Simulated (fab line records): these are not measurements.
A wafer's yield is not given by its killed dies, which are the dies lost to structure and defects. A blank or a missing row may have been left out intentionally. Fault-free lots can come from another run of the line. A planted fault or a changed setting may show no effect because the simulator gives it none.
fab line records	flow sky130
record: lots: 24	wafers: 72	last-day: 50
route steps=708 shown VT_ADJUST_LVTN@104 METAL1@450 METAL3@564 VIA4@658 METAL5@667 PASSIVATION@693
lots untouched by any fault: they come from a run of this same line in which no faults occurred
start-h: the number of hours between the record's first day and the start of the first shown wafer of the lot	wait-h: time in hours since the lot's previous step	" identical to the entry in the row above	L1.1+2: a row that stands for several wafers	- no value, or no start given	* or withheld: withheld	< > ~ a bound
route shown NAME@n: a module of which the file shows steps, and the number in the route of the first	usual: mean and standard deviation over wafers with no fault	same: alike in all rows	chamber/n: place in a boat	sites: the reading at each site	_std_site: standard deviation across them	_edge_site: inner sites' mean taken away from outer sites' mean	radius-mm: for every site, how far away it sits from the centre of the wafer	mask NAME#n: copy n	behind: the most recent tool/chamber to have shaped the wafer	hold: the reason the lot was held/the length of the hold in hours/how it ended	device: transistor that didn't switch, given as n, p or np	end of line: the same wafers' tests at the end of the route	step lacking rows: just its recipe	killed: at the first sort, the dies lost to defects and structure; wafer yield is something else	map: shows each die of a wafer: x if killed, . if not, _ if none is there
set.NAME: the setting that was run; set.NAME@STEP: the one run at that earlier step	model.NAME: the simulator's own value behind a step, which no gauge read
a sample of lots followed through the steps of the route, with each step as a table and each wafer as a row
services: the hour from which a tool's chamber was out of use, counted from the record's first day as start-h (under 0 if before that day), plus the number of hours and why
== steps ==
step: SKY_VT_ADJUST_LVTN_OVL_MEAS_07
usual: VT_ADJUST_LVTN_OVL: -0.5/1.3
lot.wafer	tool	chamber	start-h	wait-h	VT_ADJUST_LVTN_OVL[nm]
L074.2	overlay-01	-	140.10	-	-3.2
L074.5	"	-	"	"	-2.9
L074.6	"	-	"	"	-3.2
L075.2	overlay-01	-	146.65	-	0.2
L075.4	"	-	"	"	0.7
L075.6	"	-	"	"	-1.6
L076.1	overlay-02	-	150.94	-	0.9
L076.2	"	-	"	"	-0.2
L076.3	"	-	"	"	-1.1
L077.1	overlay-02	-	158.94	-	0.7
L077.2	"	-	"	"	1.8
L077.4	"	-	"	"	0.6
L078.1	overlay-02	-	178.49	-	-0.6
L078.4	"	-	"	"	-0.5
L078.6	"	-	"	"	-0.3
L079.1	overlay-01	-	180.62	-	-0.2
L079.2	"	-	"	"	0.3
L079.6	"	-	"	"	0.8
L080.1	overlay-01	-	182.25	-	0.3
L080.3	"	-	"	"	1.2
L080.5	"	-	"	"	-0.3
L081.2	overlay-01	-	188.91	-	-0.4
L081.5	"	-	"	"	2.1
L081.6	"	-	"	"	-0.1
L082.1	overlay-02	-	194.30	-	-3.7
L082.2	"	-	"	"	-2.7
L082.5	"	-	"	"	-1.8
L083.2	overlay-01	-	202.22	-	-1.7
L083.3	"	-	"	"	-2.8
L083.5	"	-	"	"	-1.7
L084.2	overlay-01	-	203.60	-	-1.3
L084.4	"	-	"	"	-1.4
L084.6	"	-	"	"	-2.2
L085.1	overlay-02	-	212.09	-	0.5
L085.2	"	-	"	"	-1.9
L085.4	"	-	"	"	0.4
L086.1	overlay-02	-	218.81	-	-0.9
L086.2	"	-	"	"	-0.2
L086.4	"	-	"	"	-1.6
L087.1	overlay-02	-	224.40	-	0.6
L087.4	"	-	"	"	-1.6
L087.5	"	-	"	"	1.7
L088.1	overlay-01	-	228.50	-	2.2
L088.3	"	-	"	"	1.6
L088.5	"	-	"	"	2.4
L089.2	overlay-01	-	236.92	-	-0.3
L089.3	"	-	"	"	1.4
L089.6	"	-	"	"	-1.5
L090.4	overlay-02	-	240.97	-	1.3
L090.5	"	-	"	"	1.1
L090.6	"	-	"	"	0.6
L091.1	overlay-02	-	249.01	-	0.1
L091.3	"	-	"	"	0.4
L091.6	"	-	"	"	1.7
L092.3	overlay-01	-	253.70	-	0.0
L092.5	"	-	"	"	-0.2
L092.6	"	-	"	"	-1.8
L094.1	overlay-02	-	270.19	-	-2.3
L094.2	"	-	"	"	-1.9
L094.4	"	-	"	"	-1.0
L093.1	overlay-01	-	271.31	-	0.4
L093.4	"	-	"	"	-1.3
L093.5	"	-	"	"	0.1
L095.1	overlay-01	-	288.40	-	-1.0
L095.4	"	-	"	"	-2.2
L095.5	"	-	"	"	-0.3
L096.2	overlay-01	-	291.22	-	-4.2
L096.5	"	-	"	"	-3.0
L096.6	"	-	"	"	-1.5
L097.1	overlay-01	-	292.40	-	0.6
L097.4	"	-	"	"	-0.2
L097.5	"	-	"	"	0.7
step: SKY_METAL1_OVL_MEAS_16
usual: METAL1_OVL: -1/4.6
lot.wafer	tool	chamber	start-h	wait-h	METAL1_OVL[nm]
L074.2	overlay-02	-	752.74	0.1	-3
L074.5	"	-	"	"	1
L074.6	"	-	"	"	-2
L075.2	overlay-02	-	757.84	0.1	-7
L075.4	"	-	"	"	-5
L075.6	"	-	"	"	-4
L076.1	overlay-02	-	770.84	0.1	-4
L076.2	"	-	"	"	-2
L076.3	"	-	"	"	0
L077.1	overlay-02	-	777.81	0.1	-6
L077.2	"	-	"	"	-3
L077.4	"	-	"	"	5
L078.1	overlay-02	-	804.99	0.1	4
L078.4	"	-	"	"	6
L078.6	"	-	"	"	4
L079.1	overlay-02	-	812.86	0.1	0
L079.2	"	-	"	"	5
L079.6	"	-	"	"	0
L080.1	overlay-02	-	818.13	4.4	-7
L080.3	"	-	"	"	-5
L080.5	"	-	"	"	-3
L081.2	overlay-02	-	818.57	1.2	1
L081.5	"	-	"	"	2
L081.6	"	-	"	"	0
L082.1	overlay-02	-	823.14	0.1	-4
L082.2	"	-	"	"	3
L082.5	"	-	"	"	-1
L083.2	overlay-02	-	833.32	0.1	3
L083.3	"	-	"	"	-3
L083.5	"	-	"	"	1
L084.2	overlay-02	-	840.25	0.1	-7
L084.4	"	-	"	"	-8
L084.6	"	-	"	"	-9
L085.1	overlay-01	-	851.53	0.1	1
L085.2	"	-	"	"	10
L085.4	"	-	"	"	4
L086.1	overlay-02	-	853.63	0.1	1
L086.2	"	-	"	"	-2
L086.4	"	-	"	"	5
L087.1	overlay-02	-	856.41	0.1	3
L087.4	"	-	"	"	7
L087.5	"	-	"	"	6
L088.1	overlay-01	-	864.86	0.1	-4
L088.3	"	-	"	"	-3
L088.5	"	-	"	"	2
L089.2	overlay-02	-	872.34	0.1	-3
L089.3	"	-	"	"	-2
L089.6	"	-	"	"	-2
L090.4	overlay-02	-	878.00	0.1	-21
L090.5	"	-	"	"	-5
L090.6	"	-	"	"	-9
L091.1	overlay-01	-	887.49	0.1	-9
L091.3	"	-	"	"	0
L091.6	"	-	"	"	1
L092.3	overlay-02	-	889.65	0.1	-2
L092.5	"	-	"	"	0
L092.6	"	-	"	"	-12
L094.1	overlay-01	-	906.13	0.1	0
L094.2	"	-	"	"	6
L094.4	"	-	"	"	1
L093.1	overlay-02	-	915.43	0.1	3
L093.4	"	-	"	"	0
L093.5	"	-	"	"	3
L095.1	overlay-02	-	928.96	0.1	-1
L095.4	"	-	"	"	-5
L095.5	"	-	"	"	-3
L097.1	overlay-01	-	933.41	0.1	-11
L097.4	"	-	"	"	5
L097.5	"	-	"	"	1
L096.2	overlay-01	-	933.94	0.1	5
L096.5	"	-	"	"	-1
L096.6	"	-	"	"	8
step: SKY_METAL3_OVL_MEAS_14
usual: METAL3_OVL: -4/5.4
lot.wafer	tool	chamber	start-h	wait-h	METAL3_OVL[nm]
L074.2	overlay-02	-	889.34	0.1	-8
L074.5	"	-	"	"	-11
L074.6	"	-	"	"	-4
L075.2	overlay-02	-	897.60	0.1	-10
L075.4	"	-	"	"	-10
L075.6	"	-	"	"	-6
L076.1	overlay-02	-	907.17	0.1	-14
L076.2	"	-	"	"	-14
L076.3	"	-	"	"	-16
L077.1	overlay-02	-	913.74	0.1	1
L077.2	"	-	"	"	0
L077.4	"	-	"	"	-1
L078.1	overlay-01	-	937.28	0.1	-1
L078.4	"	-	"	"	-2
L078.6	"	-	"	"	0
L079.1	overlay-01	-	946.67	0.1	0
L079.2	"	-	"	"	-1
L079.6	"	-	"	"	-3
L080.1	overlay-01	-	950.92	0.1	-3
L080.3	"	-	"	"	3
L080.5	"	-	"	"	-2
L081.2	overlay-02	-	951.27	0.1	3
L081.5	"	-	"	"	6
L081.6	"	-	"	"	3
L082.1	overlay-02	-	955.52	0.1	-7
L082.2	"	-	"	"	-5
L082.5	"	-	"	"	-3
L083.2	overlay-02	-	964.84	0.1	-12
L083.3	"	-	"	"	2
L083.5	"	-	"	"	1
L084.2	overlay-02	-	971.78	0.1	-6
L084.4	"	-	"	"	-12
L084.6	"	-	"	"	-8
L085.1	overlay-02	-	983.23	0.1	-12
L085.2	"	-	"	"	-10
L085.4	"	-	"	"	-11
L086.1	overlay-02	-	985.42	0.1	-3
L086.2	"	-	"	"	-5
L086.4	"	-	"	"	-5
L087.1	overlay-02	-	987.32	0.1	-6
L087.4	"	-	"	"	-9
L087.5	"	-	"	"	-7
L088.1	overlay-02	-	995.43	0.1	-5
L088.3	"	-	"	"	-7
L088.5	"	-	"	"	-2
L089.2	overlay-01	-	1003.03	0.1	1
L089.3	"	-	"	"	-3
L089.6	"	-	"	"	3
L090.4	overlay-01	-	1006.24	0.1	2
L090.5	"	-	"	"	5
L090.6	"	-	"	"	-7
L091.1	overlay-02	-	1016.23	0.1	-5
L091.3	"	-	"	"	-2
L091.6	"	-	"	"	4
L092.3	overlay-01	-	1017.40	0.1	-2
L092.5	"	-	"	"	1
L092.6	"	-	"	"	0
L094.1	overlay-01	-	1031.04	0.1	1
L094.2	"	-	"	"	-3
L094.4	"	-	"	"	-1
L093.1	overlay-02	-	1038.87	0.1	-7
L093.4	"	-	"	"	-7
L093.5	"	-	"	"	-4
L095.1	overlay-01	-	1052.44	0.1	-4
L095.4	"	-	"	"	-11
L095.5	"	-	"	"	-8
L097.1	overlay-01	-	1056.57	0.1	-6
L097.4	"	-	"	"	-3
L097.5	"	-	"	"	-1
L096.2	overlay-02	-	1057.15	0.1	-17
L096.5	"	-	"	"	-11
L096.6	"	-	"	"	-13
step: SKY_VIA4_RS_MEAS_19
recipe: thk-meas-gauge: four-point-probe	reads: W_of_VIA4_CVD_18+TiN_of_VIA4_SPUTTER_17
usual: VIA4_W_RS: 0.2272/0.0022
lot.wafer	tool	chamber	start-h	wait-h	VIA4_W_RS[ohm/sq]
L074.2	film-metro-04	-	994.36	0.1	0.2282
L074.5	"	-	"	"	0.2293
L074.6	"	-	"	"	0.2260
L075.2	film-metro-04	-	999.81	0.1	0.2310
L075.4	"	-	"	"	0.2311
L075.6	"	-	"	"	0.2328
L076.1	film-metro-01	-	1009.30	0.1	0.2272
L076.2	"	-	"	"	0.2279
L076.3	"	-	"	"	0.2269
L077.1	film-metro-01	-	1015.04	0.1	0.2268
L077.2	"	-	"	"	0.2295
L077.4	"	-	"	"	0.2268
L078.1	film-metro-03	-	1035.79	0.1	0.2271
L078.4	"	-	"	"	0.2266
L078.6	"	-	"	"	0.2282
L079.1	film-metro-03	-	1045.71	0.1	0.2261
L079.2	"	-	"	"	0.2250
L079.6	"	-	"	"	0.2238
L080.1	film-metro-01	-	1048.83	0.1	0.2269
L080.3	"	-	"	"	0.2298
L080.5	"	-	"	"	0.2280
L081.2	film-metro-03	-	1050.11	0.1	0.2262
L081.5	"	-	"	"	0.2262
L081.6	"	-	"	"	0.2239
L082.1	film-metro-03	-	1053.51	0.1	0.2254
L082.2	"	-	"	"	0.2283
L082.5	"	-	"	"	0.2294
L083.2	film-metro-04	-	1060.76	0.1	0.2277
L083.3	"	-	"	"	0.2273
L083.5	"	-	"	"	0.2236
L084.2	film-metro-03	-	1068.81	0.1	0.2279
L084.4	"	-	"	"	0.2262
L084.6	"	-	"	"	0.2264
L085.1	film-metro-01	-	1079.13	0.1	0.2239
L085.2	"	-	"	"	0.2239
L085.4	"	-	"	"	0.2254
L086.1	film-metro-04	-	1080.39	0.1	0.2316
L086.2	"	-	"	"	0.2286
L086.4	"	-	"	"	0.2287
L087.1	film-metro-03	-	1082.21	0.1	0.2250
L087.4	"	-	"	"	0.2280
L087.5	"	-	"	"	0.2265
L088.1	film-metro-04	-	1089.81	0.1	0.2272
L088.3	"	-	"	"	0.2277
L088.5	"	-	"	"	0.2307
L089.2	film-metro-04	-	1095.11	0.1	0.2264
L089.3	"	-	"	"	0.2292
L089.6	"	-	"	"	0.2268
L090.4	film-metro-03	-	1097.38	0.1	0.2282
L090.5	"	-	"	"	0.2305
L090.6	"	-	"	"	0.2282
L091.1	film-metro-03	-	1106.56	0.1	0.2272
L091.3	"	-	"	"	0.2288
L091.6	"	-	"	"	0.2289
L092.3	film-metro-04	-	1107.32	0.1	0.2278
L092.5	"	-	"	"	0.2276
L092.6	"	-	"	"	0.2267
L094.1	film-metro-03	-	1120.99	0.1	0.2264
L094.2	"	-	"	"	0.2274
L094.4	"	-	"	"	0.2260
L093.1	film-metro-04	-	1125.92	0.1	0.2268
L093.4	"	-	"	"	0.2285
L093.5	"	-	"	"	0.2312
L095.1	film-metro-03	-	1139.09	0.3	0.2252
L095.4	"	-	"	"	0.2259
L095.5	"	-	"	"	0.2244
L097.1	film-metro-03	-	1143.12	0.1	0.2248
L097.4	"	-	"	"	0.2258
L097.5	"	-	"	"	0.2245
L096.2	film-metro-04	-	1143.39	0.1	0.2252
L096.5	"	-	"	"	0.2254
L096.6	"	-	"	"	0.2258
step: SKY_METAL5_THK_MEAS_06
recipe: thk-meas-gauge: xrf	reads: AlCu_of_METAL5_SPUTTER_02
usual: METAL5_ALCU_THK: 1186/14
lot.wafer	tool	chamber	start-h	wait-h	METAL5_ALCU_THK[nm]
L074.2	film-metro-03	-	995.12	0.1	1207
L074.5	"	-	"	"	1191
L074.6	"	-	"	"	1185
L075.2	film-metro-01	-	1000.56	0.1	1213
L075.4	"	-	"	"	1199
L075.6	"	-	"	"	1194
L076.1	film-metro-01	-	1010.07	0.1	1212
L076.2	"	-	"	"	1215
L076.3	"	-	"	"	1195
L077.1	film-metro-02	-	1015.80	0.1	1187
L077.2	"	-	"	"	1180
L077.4	"	-	"	"	1182
L078.1	film-metro-03	-	1036.55	0.1	1195
L078.4	"	-	"	"	1197
L078.6	"	-	"	"	1196
L079.1	film-metro-02	-	1046.48	0.1	1190
L079.2	"	-	"	"	1203
L079.6	"	-	"	"	1200
L080.1	film-metro-02	-	1049.59	0.1	1175
L080.3	"	-	"	"	1185
L080.5	"	-	"	"	1177
L081.2	film-metro-01	-	1050.86	0.1	1184
L081.5	"	-	"	"	1198
L081.6	"	-	"	"	1206
L082.1	film-metro-03	-	1054.28	0.1	1184
L082.2	"	-	"	"	1192
L082.5	"	-	"	"	1196
L083.2	film-metro-02	-	1061.51	0.1	1181
L083.3	"	-	"	"	1190
L083.5	"	-	"	"	1177
L084.2	film-metro-03	-	1069.57	0.1	1185
L084.4	"	-	"	"	1174
L084.6	"	-	"	"	1178
L085.1	film-metro-01	-	1079.89	0.1	1183
L085.2	"	-	"	"	1180
L085.4	"	-	"	"	1193
L086.1	film-metro-02	-	1081.16	0.1	1178
L086.2	"	-	"	"	1172
L086.4	"	-	"	"	1187
L087.1	film-metro-02	-	1082.98	0.1	1180
L087.4	"	-	"	"	1199
L087.5	"	-	"	"	1200
L088.1	film-metro-02	-	1090.58	0.1	1178
L088.3	"	-	"	"	1187
L088.5	"	-	"	"	1168
L089.2	film-metro-02	-	1096.15	0.1	1183
L089.3	"	-	"	"	1197
L089.6	"	-	"	"	1187
L090.4	film-metro-03	-	1099.69	0.1	1154
L090.5	"	-	"	"	1153
L090.6	"	-	"	"	1167
L091.1	film-metro-03	-	1107.35	0.1	1181
L091.3	"	-	"	"	1168
L091.6	"	-	"	"	1161
L092.3	film-metro-02	-	1108.07	0.1	1193
L092.5	"	-	"	"	1194
L092.6	"	-	"	"	1195
L094.1	film-metro-03	-	1121.75	0.1	1161
L094.2	"	-	"	"	1167
L094.4	"	-	"	"	1173
L093.1	film-metro-02	-	1126.79	0.1	1178
L093.4	"	-	"	"	1181
L093.5	"	-	"	"	1186
L095.1	film-metro-03	-	1140.04	0.1	1172
L095.4	"	-	"	"	1174
L095.5	"	-	"	"	1187
L097.1	film-metro-01	-	1143.89	0.1	1187
L097.4	"	-	"	"	1196
L097.5	"	-	"	"	1202
L096.2	film-metro-03	-	1144.20	0.1	1166
L096.5	"	-	"	"	1176
L096.6	"	-	"	"	1159
step: SKY_PASSIVATION_STRIP_12
recipe: chemistry: O2/N2	power-w: 1400	pressure-mtorr: 1500	platen-temp-c: withheld	overash-fraction: 0.7	o2-flow-sccm: 3000	n2-flow-sccm: 300
usual: drypump-motor-current-A: 5.6/0.46	oes-product-au: 0.661/0.0043	strip-time-to-endpoint-s: 31.55/0.12
lot.wafer	tool	chamber	start-h	wait-h	drypump-motor-current-A	oes-product-au	rf-hours-counter-h	strip-time-to-endpoint-s
L074.2	plasma-asher-01	1	1040.85	0.1	5.0	0.661	128	31.55
L074.5	"	1	"	"	5.0	0.664	-	31.69
L074.6	"	0	"	"	5.6	0.661	-	31.50
L075.2	plasma-asher-03	1	1045.97	0.1	5.3	0.663	30	31.20
L075.4	"	1	"	"	5.4	0.655	-	31.56
L075.6	"	1	"	"	5.3	0.658	-	31.55
L076.1	plasma-asher-03	1	1054.26	0.1	5.3	0.664	31	31.59
L076.2	"	0	"	"	5.5	0.660	31	31.72
L076.3	"	1	"	"	5.3	0.659	-	31.65
L077.1	plasma-asher-02	1	1060.20	0.1	6.0	0.660	88	31.30
L077.2	"	0	"	"	6.4	0.663	88	31.41
L077.4	"	1	"	"	6.0	0.664	-	31.36
L078.1	plasma-asher-02	0	1080.42	0.1	6.4	0.653	90	31.66
L078.4	"	0	"	"	6.3	0.664	-	31.37
L078.6	"	0	"	"	6.4	0.664	-	31.54
L079.1	plasma-asher-01	0	1089.75	0.1	5.7	0.656	2	31.60
L079.2	"	1	"	"	5.0	0.662	2	31.68
L079.6	"	1	"	"	5.0	0.664	-	31.52
L080.1	plasma-asher-02	0	1092.37	0.1	6.4	0.658	91	31.63
L080.3	"	1	"	"	6.0	0.658	-	31.54
L080.5	"	0	"	"	6.4	0.663	-	31.62
L081.2	plasma-asher-03	0	1092.72	0.1	5.4	0.660	34	31.56
L081.5	"	0	"	"	5.4	0.660	-	31.39
L081.6	"	1	"	"	5.3	0.661	-	31.60
L082.1	plasma-asher-01	0	1096.80	0.1	5.7	0.667	3	31.33
L082.2	"	1	"	"	5.0	0.655	3	31.54
L082.5	"	1	"	"	5.0	0.657	-	31.36
L083.2	plasma-asher-01	0	1103.05	0.1	5.7	0.668	4	31.60
L083.3	"	1	"	"	5.0	0.652	-	31.44
L083.5	"	0	"	"	5.7	0.666	-	31.53
L084.2	plasma-asher-01	1	1111.30	0.1	5.0	0.667	5	31.70
L084.4	"	0	"	"	5.6	0.658	-	31.55
L084.6	"	1	"	"	5.0	0.663	-	31.44
L085.1	plasma-asher-02	1	1120.67	0.1	6.0	0.659	94	31.52
L085.2	"	0	"	"	6.4	0.655	94	31.41
L085.4	"	0	"	"	6.5	0.660	-	31.44
L086.1	plasma-asher-03	1	1122.71	0.1	5.4	0.659	35	31.43
L086.2	"	0	"	"	5.4	0.660	35	31.55
L086.4	"	1	"	"	5.3	0.652	-	31.44
L087.1	plasma-asher-01	1	1124.10	0.1	5.0	0.663	6	31.46
L087.4	"	0	"	"	5.6	0.661	-	31.34
L087.5	"	0	"	"	5.7	0.663	-	31.36
L088.1	plasma-asher-03	0	1130.51	0.1	5.4	0.663	36	31.37
L088.3	"	1	"	"	5.3	0.660	-	31.31
L088.5	"	0	"	"	5.4	0.665	-	31.45
L089.2	plasma-asher-01	1	1135.21	0.1	5.0	0.671	8	31.49
L089.3	"	1	"	"	5.0	0.667	-	31.66
L089.6	"	1	"	"	5.0	0.663	-	31.55
L090.4	plasma-asher-03	0	1139.69	0.1	5.4	0.659	-	31.58
L090.5	"	1	"	"	5.4	0.662	-	31.54
L090.6	"	0	"	"	5.4	0.664	-	31.49
L092.3	plasma-asher-03	1	1146.56	0.1	5.4	0.663	-	31.74
L092.5	"	1	"	"	5.3	0.655	-	31.50
L092.6	"	0	"	"	5.4	0.664	-	31.81
L091.1	plasma-asher-02	1	1147.16	0.1	6.0	0.659	97	31.68
L091.3	"	0	"	"	6.4	0.656	-	31.64
L091.6	"	1	"	"	6.0	0.667	-	31.50
L094.1	plasma-asher-02	0	1158.87	0.1	6.4	0.658	99	31.61
L094.2	"	1	"	"	6.0	0.657	99	31.75
L094.4	"	1	"	"	6.0	0.656	-	31.77
L093.1	plasma-asher-03	1	1163.97	0.1	5.4	0.662	40	31.74
L093.4	"	0	"	"	5.4	0.662	-	31.54
L093.5	"	0	"	"	5.4	0.656	-	31.60
L095.1	plasma-asher-02	1	1175.52	0.1	6.0	0.664	100	31.50
L095.4	"	0	"	"	6.4	0.664	-	31.74
L095.5	"	0	"	"	6.4	0.656	-	31.54
L097.1	plasma-asher-01	0	1177.87	0.1	5.7	0.653	9	31.46
L097.4	"	0	"	"	5.6	0.662	-	31.51
L097.5	"	1	"	"	5.0	0.665	-	31.62
L096.2	plasma-asher-02	0	1178.57	0.1	6.4	0.660	101	31.60
L096.5	"	0	"	"	6.4	0.659	-	31.65
L096.6	"	1	"	"	6.0	0.652	-	31.69
== services ==
tool	chamber	start-h	hours	kind
plasma-asher-01	-	1024.45	2.9	repair
plasma-asher-03	-	1042.91	0.7	repair
plasma-asher-01	-	1055.25	9.0	pm
plasma-asher-01	0	1055.25	9.0	vent-cycle
plasma-asher-01	1	1055.25	9.0	vent-cycle
plasma-asher-03	-	1056.92	5.1	repair
plasma-asher-01	0	1064.25	-	clean
plasma-asher-01	1	1064.25	-	clean
plasma-asher-03	-	1095.15	23.2	repair
plasma-asher-02	-	1110.63	2.8	pm
plasma-asher-01	-	1122.26	1.5	repair
plasma-asher-01	-	1139.97	27.1	repair
== key ==
fault none
